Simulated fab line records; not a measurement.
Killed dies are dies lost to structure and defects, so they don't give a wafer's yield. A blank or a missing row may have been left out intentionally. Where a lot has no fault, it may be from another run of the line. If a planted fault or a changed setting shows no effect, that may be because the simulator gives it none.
fab line records ; flow sky130
[record] lots = 12; wafers = 36; lastDay = 50
route steps=708 shown POLY_GATE@235 LDD_N@253 POLY_CUT@319 SD_P@327 PAD_OPEN@708
lots that met no fault: from a run of the same line without faults
startH: hours from the record's first day to the start of the lot's first wafer shown ; waitH: hours from the lot's prior step to this one ; " repeats the value in the row above ; L1.1+2: a single row standing in for several wafers ; - no value, or no start was given ; * or withheld: withheld ; < > ~ a bound
route shown NAME@n: names a module that has steps shown in the file, with the first one's number in the route ; usual: average and standard deviation across the fault-free wafers ; same: alike in all rows ; chamber/n: place in a boat ; sites: per-site readings ; _std_site: the standard deviation of these ; _edge_site: inner sites' mean taken away from outer sites' mean ; radiusMm: for every site, how far away it sits from the centre of the wafer ; mask NAME#n: copy n ; behind: the most recent tool/chamber to have shaped the wafer ; hold: why the lot was held/for how many hours/how that ended ; device: the transistor (n, p or np) that didn't switch ; end of line: the same wafers' tests at the end of the route ; step lacking rows: just its recipe ; killed: count of dies lost to structure and defects at first sort (not the wafer's yield) ; map: the dies of a wafer, with x for killed, . for not killed, _ for no die there
set.NAME: the setting that was run; set.NAME@STEP: the one run at that earlier step ; model.NAME: the simulator's own value behind a step, which no gauge read
a sample of lots followed through the steps of the route, with each step as a table and each wafer as a row
services: from which hour (startH, from the record's first day; less than 0 if before it) a tool's chamber was out of use, for how many hours, and why
[[steps]]
[step SKY_POLY_GATE_THK_MEAS_21]
[recipe] reads = SiO2_of_POLY_GATE_OXIDATION_20
[usual] POLY_GATE_OXIDATION_THK = 4.01/0.089
lot.wafer;tool;chamber;startH;waitH;POLY_GATE_OXIDATION_THK[nm]
L280.2;filmMetro-03;-;375.15;0.0;4.20
L280.4;filmMetro-03;-;375.15;0.0;4.14
L280.5;filmMetro-03;-;375.15;0.0;4.11
L281.1;filmMetro-02;-;380.50;0.0;4.11
L281.2;filmMetro-02;-;380.50;0.0;4.17
L281.3;filmMetro-02;-;380.50;0.0;4.12
L286.1;filmMetro-01;-;436.03;0.0;4.08
L286.4;filmMetro-01;-;436.03;0.0;4.04
L286.5;filmMetro-01;-;436.03;0.0;4.07
L287.1;filmMetro-01;-;441.94;0.0;3.87
L287.2;filmMetro-01;-;441.94;0.0;3.84
L287.4;filmMetro-01;-;441.94;0.0;3.80
L291.3;filmMetro-03;-;485.86;0.0;3.91
L291.4;filmMetro-03;-;485.86;0.0;3.94
L291.6;filmMetro-03;-;485.86;0.0;3.92
L292.1;filmMetro-01;-;495.87;0.0;4.02
L292.2;filmMetro-01;-;495.87;0.0;4.00
L292.5;filmMetro-01;-;495.87;0.0;3.96
L297.2;filmMetro-02;-;532.33;0.0;4.03
L297.3;filmMetro-02;-;532.33;0.0;4.03
L297.6;filmMetro-02;-;532.33;0.0;4.00
L296.3;filmMetro-02;-;532.83;0.0;4.02
L296.5;filmMetro-02;-;532.83;0.0;4.04
L296.6;filmMetro-02;-;532.83;0.0;4.06
L294.1;filmMetro-03;-;533.57;0.0;4.16
L294.4;filmMetro-03;-;533.57;0.0;4.04
L294.5;filmMetro-03;-;533.57;0.0;4.18
L298.1;filmMetro-02;-;538.38;0.0;4.04
L298.3;filmMetro-02;-;538.38;0.0;3.94
L298.4;filmMetro-02;-;538.38;0.0;4.02
L300.3;filmMetro-01;-;548.51;0.0;4.01
L300.5;filmMetro-01;-;548.51;0.0;3.94
L300.6;filmMetro-01;-;548.51;0.0;4.00
L302.1;filmMetro-03;-;571.05;0.0;4.06
L302.2;filmMetro-03;-;571.05;0.0;4.01
L302.3;filmMetro-03;-;571.05;0.0;4.13
[step SKY_LDD_N_STRIP_16]
[recipe] chemistry = O2/N2; powerW = 1400; pressureMtorr = 1500; platenTempC = withheld; o2FlowSccm = 3000; n2FlowSccm = 300; overashFraction = 0.5
[usual] chamberPressureMTorr = 1500.2/1.2; drypumpMotorCurrentA = 5.7/0.47; oesProductAu = 0.406/0.0054; stripTimeToEndpointS = 4.312/0.016
lot.wafer;tool;chamber;startH;waitH;chamberPressureMTorr;drypumpMotorCurrentA;oesProductAu;rfHoursCounterH;stripTimeToEndpointS
L280.2;plasmaAsher-03;1;404.73;0.1;1500.8;5.9;0.413;70;4.291
L280.4;plasmaAsher-03;1;404.73;0.1;1499.7;5.9;0.402;-;4.294
L280.5;plasmaAsher-03;0;404.73;0.1;1499.8;6.3;0.403;-;4.284
L281.1;plasmaAsher-01;1;410.56;0.1;1500.2;6.2;0.401;27;4.343
L281.2;plasmaAsher-01;0;410.56;0.1;1499.9;5.4;0.401;27;4.317
L281.3;plasmaAsher-01;0;410.56;0.1;1498.3;5.4;0.418;-;4.322
L286.1;plasmaAsher-02;1;467.87;0.1;1500.4;5.2;0.408;68;4.331
L286.4;plasmaAsher-02;0;467.87;0.1;1502.2;5.1;0.412;-;4.325
L286.5;plasmaAsher-02;0;467.87;0.1;1499.6;5.1;0.407;-;4.318
L287.1;plasmaAsher-03;1;473.86;0.1;1501.0;5.9;0.404;2;4.319
L287.2;plasmaAsher-03;0;473.86;0.1;1499.2;6.3;0.401;2;4.324
L287.4;plasmaAsher-03;0;473.86;0.1;1500.5;6.3;0.409;-;4.306
L291.3;plasmaAsher-02;1;517.44;0.1;1503.4;5.2;0.400;-;4.299
L291.4;plasmaAsher-02;0;517.44;0.1;1500.9;5.1;0.412;-;4.314
L291.6;plasmaAsher-02;1;517.44;0.1;1500.7;5.2;0.410;-;4.301
L292.1;plasmaAsher-01;1;527.66;0.1;1500.4;6.2;0.400;39;4.291
L292.2;plasmaAsher-01;0;527.66;0.1;1499.0;5.4;0.408;39;4.312
L292.5;plasmaAsher-01;1;527.66;0.1;1501.2;6.2;0.403;-;4.305
L297.2;plasmaAsher-01;1;562.61;0.1;1500.4;6.2;0.406;43;4.327
L297.3;plasmaAsher-01;0;562.61;0.1;1499.7;5.4;0.408;-;4.323
L297.6;plasmaAsher-01;1;562.61;0.1;1499.5;6.2;0.401;-;4.319
L296.3;plasmaAsher-01;1;563.89;0.1;1499.5;6.2;0.403;-;4.316
L296.5;plasmaAsher-01;1;563.89;0.1;1500.6;6.2;0.409;-;4.315
L296.6;plasmaAsher-01;0;563.89;0.1;1498.6;5.4;0.407;-;4.314
L294.1;plasmaAsher-03;0;564.16;0.1;1497.0;6.3;0.408;10;4.314
L294.4;plasmaAsher-03;1;564.16;0.1;1500.5;5.9;0.403;-;4.332
L294.5;plasmaAsher-03;1;564.16;0.1;1498.4;5.9;0.409;-;4.328
L298.1;plasmaAsher-03;1;569.01;0.1;1503.5;5.9;0.417;11;4.300
L298.3;plasmaAsher-03;1;569.01;0.1;1499.6;5.9;0.410;-;4.318
L298.4;plasmaAsher-03;0;569.01;0.1;1500.0;6.4;0.409;-;4.310
L300.3;plasmaAsher-02;0;579.09;0.1;1497.8;5.1;0.411;-;4.330
L300.5;plasmaAsher-02;0;579.09;0.1;1499.1;5.2;0.403;-;4.323
L300.6;plasmaAsher-02;1;579.09;0.1;1499.0;5.2;0.405;-;4.315
L302.1;plasmaAsher-03;0;602.06;0.1;1500.0;6.3;0.411;14;4.324
L302.2;plasmaAsher-03;1;602.06;0.1;1499.6;5.9;0.404;14;4.299
L302.3;plasmaAsher-03;1;602.06;0.1;1501.1;5.9;0.398;-;4.310
[step SKY_POLY_CUT_STRIP_12]
[recipe] chemistry = O2/N2; powerW = 1400; pressureMtorr = 1500; platenTempC = withheld; o2FlowSccm = 3000; n2FlowSccm = 300; overashFraction = 0.5
[usual] chamberPressureMTorr = 1500.0/1.4; drypumpMotorCurrentA = 6.0/0.35; oesProductAu = 0.452/0.0042; stripTimeToEndpointS = 5.351/0.02
lot.wafer;tool;chamber;startH;waitH;chamberPressureMTorr;drypumpMotorCurrentA;oesProductAu;rfHoursCounterH;stripTimeToEndpointS
L280.2;plasmaAsher-01;1;559.66;0.0;1499.8;6.2;0.444;43;5.331
L280.4;plasmaAsher-01;1;559.66;0.0;1497.7;6.2;0.453;-;5.369
L280.5;plasmaAsher-01;1;559.66;0.0;1499.5;6.2;0.451;-;5.353
L281.1;plasmaAsher-01;0;566.36;0.0;1500.5;5.4;0.456;43;5.371
L281.2;plasmaAsher-01;1;566.36;0.0;1498.7;6.2;0.453;43;5.387
L281.3;plasmaAsher-01;1;566.36;0.0;1499.7;6.2;0.459;-;5.369
L286.1;plasmaAsher-03;0;621.71;0.0;-;-;-;-;-
L286.4;plasmaAsher-03;1;621.71;0.0;-;-;-;-;-
L286.5;plasmaAsher-03;1;621.71;0.0;-;-;-;-;-
L287.1;plasmaAsher-04;1;626.36;0.0;-;-;-;-;-
L287.2;plasmaAsher-04;0;626.36;0.0;-;-;-;-;-
L287.4;plasmaAsher-04;1;626.36;0.0;-;-;-;-;-
L291.3;plasmaAsher-03;1;667.01;0.1;1499.9;5.9;0.449;-;5.343
L291.4;plasmaAsher-03;0;667.01;0.1;1500.9;6.3;0.453;-;5.358
L291.6;plasmaAsher-03;0;667.01;0.1;1499.5;6.3;0.453;-;5.349
L292.1;plasmaAsher-03;0;675.86;0.0;1497.3;6.3;0.458;22;5.343
L292.2;plasmaAsher-03;1;675.86;0.0;1499.5;6.0;0.444;22;5.328
L292.5;plasmaAsher-03;0;675.86;0.0;1499.2;6.3;0.450;-;5.358
L297.2;plasmaAsher-01;1;707.88;0.0;1499.1;6.2;0.452;58;5.363
L297.3;plasmaAsher-01;0;707.88;0.0;1501.8;5.4;0.456;-;5.357
L297.6;plasmaAsher-01;1;707.88;0.0;1498.7;6.2;0.457;-;5.341
L296.3;plasmaAsher-03;1;709.96;0.1;1502.2;5.9;0.444;-;5.344
L296.5;plasmaAsher-03;1;709.96;0.1;1498.6;5.9;0.450;-;5.329
L296.6;plasmaAsher-03;0;709.96;0.1;1499.0;6.3;0.460;-;5.329
L294.1;plasmaAsher-04;1;711.88;0.0;1502.0;5.5;0.453;102;5.346
L294.4;plasmaAsher-04;0;711.88;0.0;1499.8;6.2;0.455;-;5.320
L294.5;plasmaAsher-04;0;711.88;0.0;1500.5;6.3;0.450;-;5.345
L298.1;plasmaAsher-03;1;717.13;0.0;1497.8;5.9;0.447;25;5.344
L298.3;plasmaAsher-03;0;717.13;0.0;1498.8;6.3;0.445;-;5.339
L298.4;plasmaAsher-03;1;717.13;0.0;1499.1;5.9;0.455;-;5.373
L300.3;plasmaAsher-01;0;724.89;0.1;1502.1;5.4;0.450;-;5.378
L300.5;plasmaAsher-01;0;724.89;0.1;1501.2;5.4;0.451;-;5.351
L300.6;plasmaAsher-01;1;724.89;0.1;1499.8;6.2;0.459;-;5.356
L302.1;plasmaAsher-03;0;746.28;0.0;1498.3;6.3;0.459;29;5.354
L302.2;plasmaAsher-03;1;746.28;0.0;1500.4;5.9;0.454;29;5.363
L302.3;plasmaAsher-03;0;746.28;0.0;1498.9;6.3;0.450;-;5.373
[step SKY_SD_P_CD_MEAS_07]
[recipe] targetCdNm = 380
[usual] cdNm = 381.3/2.4
lot.wafer;tool;chamber;startH;waitH;cdNm
L280.2;cdSem-02;-;588.41;0.1;380.5
L280.4;cdSem-02;-;588.41;0.1;378.8
L280.5;cdSem-02;-;588.41;0.1;380.5
L281.1;cdSem-01;-;595.32;0.1;378.6
L281.2;cdSem-01;-;595.32;0.1;379.1
L281.3;cdSem-01;-;595.32;0.1;379.4
L291.3;cdSem-01;-;695.06;0.1;379.2
L291.4;cdSem-01;-;695.06;0.1;382.0
L291.6;cdSem-01;-;695.06;0.1;381.7
L292.1;cdSem-02;-;703.24;0.1;378.5
L292.2;cdSem-02;-;703.24;0.1;379.5
L292.5;cdSem-02;-;703.24;0.1;380.5
L297.2;cdSem-02;-;735.36;0.1;378.1
L297.3;cdSem-02;-;735.36;0.1;381.0
L297.6;cdSem-02;-;735.36;0.1;380.3
L296.3;cdSem-01;-;737.16;0.1;384.1
L296.5;cdSem-01;-;737.16;0.1;383.4
L296.6;cdSem-01;-;737.16;0.1;380.2
L294.1;cdSem-01;-;739.22;0.1;381.1
L294.4;cdSem-01;-;739.22;0.1;382.2
L294.5;cdSem-01;-;739.22;0.1;379.8
L298.1;cdSem-01;-;744.74;0.1;383.0
L298.3;cdSem-01;-;744.74;0.1;384.5
L298.4;cdSem-01;-;744.74;0.1;384.9
L300.3;cdSem-02;-;752.18;0.1;385.9
L300.5;cdSem-02;-;752.18;0.1;383.6
L300.6;cdSem-02;-;752.18;0.1;382.7
L302.1;cdSem-02;-;773.57;0.1;381.1
L302.2;cdSem-02;-;773.57;0.1;379.7
L302.3;cdSem-02;-;773.57;0.1;380.0
[step SKY_PAD_OPEN_PROBE_99]
[usual] killed_at_M0_to_M3 = 43/7.7; killed_at_M4_up = 3.4/1.9; killedAtContacts = 25/5.6; killedAtFrontEnd = 14/4.3; killedAtOther = 0.2/0.5; killedDies = 86/10; killedOnRim = 17/4.1; killedOpen = 47/7.2; killedShort = 39/6.7
[same] grossDies = 492; killedAtBackSide = 0
lot.wafer;tool;chamber;startH;waitH;killed_at_M0_to_M3;killed_at_M4_up;killedAtContacts;killedAtFrontEnd;killedAtOther;killedDies;killedOnRim;killedOpen;killedShort
L286.1;prober-02;-;1120.33;0.1;53;2;31;406;0;492;96;57;41
L286.4;prober-02;-;1120.48;0.2;41;1;25;424;1;492;96;40;41
L286.5;prober-02;-;1120.53;0.2;47;1;24;420;0;492;96;48;36
L287.1;prober-01;-;1128.10;0.1;51;1;20;419;1;492;96;48;42
L287.2;prober-01;-;1128.15;0.1;51;3;26;412;0;492;96;59;38
L287.4;prober-01;-;1128.25;0.2;30;1;29;432;0;492;96;40;37
L297.2;prober-01;-;1178.05;0.1;55;5;34;13;0;107;16;57;50
L297.3;prober-01;-;1178.10;0.2;41;6;29;15;0;91;12;50;41
L297.6;prober-01;-;1178.25;0.2;43;4;23;15;0;85;17;44;41
L300.3;prober-02;-;1189.45;0.2;42;4;24;14;0;84;15;39;45
L300.5;prober-02;-;1189.55;0.2;42;5;26;7;0;80;19;46;34
L300.6;prober-02;-;1189.60;0.2;46;3;20;19;0;88;15;57;31
// killed by level:class
L286.1 SD_P:areaStrip=394 VIA1:geometricParticle:open=16 CONTACT:geometricParticle:open=15 LI_CONTACT:geometricParticle:open=7 METAL1:geometricParticle:short=7 VIA2:geometricParticle:open=6 VIA3:geometricParticle:short=6 CONTACT:geometricParticle:short=5
L286.4 SD_P:areaStrip=411 CONTACT:geometricParticle:open=11 VIA2:geometricParticle:open=10 VIA1:geometricParticle:open=9 FIELD_ISO:geometricParticle:short=6 METAL2:geometricParticle:short=6 LOCAL_INTERCONNECT:geometricParticle:short=5 CONTACT:geometricParticle:short=5
L286.5 SD_P:areaStrip=408 VIA1:geometricParticle:open=10 CONTACT:geometricParticle:open=8 VIA2:geometricParticle:short=6 LI_CONTACT:geometricParticle:open=6 VIA2:geometricParticle:open=6 POLY_GATE:geometricParticle:short=4 VIA3:geometricParticle:open=4
L287.1 SD_P:areaStrip=402 VIA1:geometricParticle:open=11 FIELD_ISO:geometricParticle:short=7 CONTACT:geometricParticle:open=7 VIA1:geometricParticle:short=6 METAL2:geometricParticle:short=6 LI_CONTACT:geometricParticle:open=6 METAL1:geometricParticle:short=6
L287.2 SD_P:areaStrip=395 VIA1:geometricParticle:open=15 CONTACT:geometricParticle:open=14 FIELD_ISO:geometricParticle:short=8 LI_CONTACT:geometricParticle:open=6 METAL1:geometricParticle:short=6 FIELD_ISO:geometricParticle:open=5 VIA2:geometricParticle:open=5
L287.4 SD_P:areaStrip=415 CONTACT:geometricParticle:open=10 VIA1:geometricParticle:open=9 CONTACT:geometricParticle:short=8 FIELD_ISO:geometricParticle:short=7 FIELD_ISO:geometricParticle:open=5 LI_CONTACT:geometricParticle:open=5 METAL1:geometricParticle:short=5
L297.2 VIA1:geometricParticle:open=21 LI_CONTACT:geometricParticle:open=11 LOCAL_INTERCONNECT:geometricParticle:short=10 VIA1:geometricParticle:short=9 VIA2:geometricParticle:open=7 METAL2:geometricParticle:short=6 CONTACT:geometricParticle:open=6 CONTACT:geometricParticle:short=5
L297.3 CONTACT:geometricParticle:open=10 LI_CONTACT:geometricParticle:open=9 VIA3:geometricParticle:open=8 VIA1:geometricParticle:short=8 METAL1:geometricParticle:short=7 VIA1:geometricParticle:open=7 POLY_GATE:geometricParticle:open=6 POLY_GATE:geometricParticle:short=5
L297.6 METAL2:geometricParticle:short=12 CONTACT:geometricParticle:open=11 VIA1:geometricParticle:open=11 LI_CONTACT:geometricParticle:open=6 FIELD_ISO:geometricParticle:short=5 METAL3:geometricParticle:short=5 FIELD_ISO:geometricParticle:open=4 METAL4:geometricParticle:short=4
L300.3 CONTACT:geometricParticle:open=9 VIA3:geometricParticle:open=7 VIA1:geometricParticle:open=6 METAL2:geometricParticle:short=6 VIA2:geometricParticle:short=6 CONTACT:geometricParticle:short=5 FIELD_ISO:geometricParticle:short=4 LI_CONTACT:geometricParticle:open=4
L300.5 VIA2:geometricParticle:open=12 CONTACT:geometricParticle:open=9 VIA3:geometricParticle:open=8 LOCAL_INTERCONNECT:geometricParticle:short=7 CONTACT:geometricParticle:short=6 METAL2:geometricParticle:short=5 VIA1:geometricParticle:open=5 METAL1:geometricParticle:short=4
L300.6 VIA2:geometricParticle:open=13 VIA1:geometricParticle:open=10 VIA3:geometricParticle:open=9 CONTACT:geometricParticle:open=6 FIELD_ISO:geometricParticle:open=5 POLY_GATE:geometricParticle:short=4 POLY_GATE:geometricParticle:open=4 LI_CONTACT:geometricParticle:open=4
[[services]]
tool;chamber;startH;hours;kind
plasmaAsher-03;-;421.25;9.0;pm
plasmaAsher-03;0;421.25;9.0;ventCycle
plasmaAsher-03;1;421.25;9.0;ventCycle
plasmaAsher-03;0;430.25;-;clean
plasmaAsher-03;1;430.25;-;clean
plasmaAsher-01;-;437.47;4.3;pm
plasmaAsher-03;-;439.66;22.2;repair
plasmaAsher-03;-;463.42;3.4;repair
plasmaAsher-04;-;480.54;1.2;repair
plasmaAsher-02;-;506.94;2.8;pm
plasmaAsher-03;-;527.49;4.7;repair
plasmaAsher-01;-;529.21;0.6;repair
plasmaAsher-03;-;579.54;2.8;pm
plasmaAsher-02;-;591.06;4.3;pm
plasmaAsher-04;-;616.64;4.3;repair
plasmaAsher-02;-;635.22;11.1;pm
plasmaAsher-03;-;648.99;1.8;repair
plasmaAsher-02;-;653.62;4.9;repair
plasmaAsher-01;-;690.61;2.8;pm
plasmaAsher-04;-;733.75;9.0;pm
plasmaAsher-04;0;733.75;9.0;ventCycle
plasmaAsher-04;1;733.75;9.0;ventCycle
plasmaAsher-04;0;742.75;-;clean
plasmaAsher-04;1;742.75;-;clean
[[key]]
[firstSign] step = SKY_POLY_CUT_STRIP_12; reading = toolRecord; direction = missing
[effect] step = SKY_PAD_OPEN_PROBE_99; reading = killedAtFrontEnd; direction = up; sigmas = 93; usual = 14; struck = 419
[moreKillsBornAt] SKY_POLY_CUT_STRIP_12@plasmaAsher-03 = 1213; SKY_POLY_CUT_STRIP_12@plasmaAsher-04 = 1212
metAt SKY_POLY_CUT_STRIP_12
struckLots L286,L287
laterRowsLeftOut L286.1,L286.4,L286.5,L287.1,L287.2,L287.4
testerLeftOut L286,L287
notActingAt SKY_POLY_GATE_THK_MEAS_21,SKY_LDD_N_STRIP_16,SKY_SD_P_CD_MEAS_07
[fault] kind = skippedStepWhole; tool = plasmaAsher-03,plasmaAsher-04; chamber = -; onsetH = 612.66; steps = SKY_POLY_CUT_STRIP_12; scope = struckLotsOnly
// testerLeftOut: of these lots the tester's yield and bins aren't shown, on N5 and GAA mostly nor the transistor test; their killed dies are dies lost to structure and defects alone, not to doping, threshold or leakage, so they don't give the yield
// laterRowsLeftOut: the simulator's readings of these wafers behind a module that went badly wrong aren't trusted and aren't shown, but for the sort
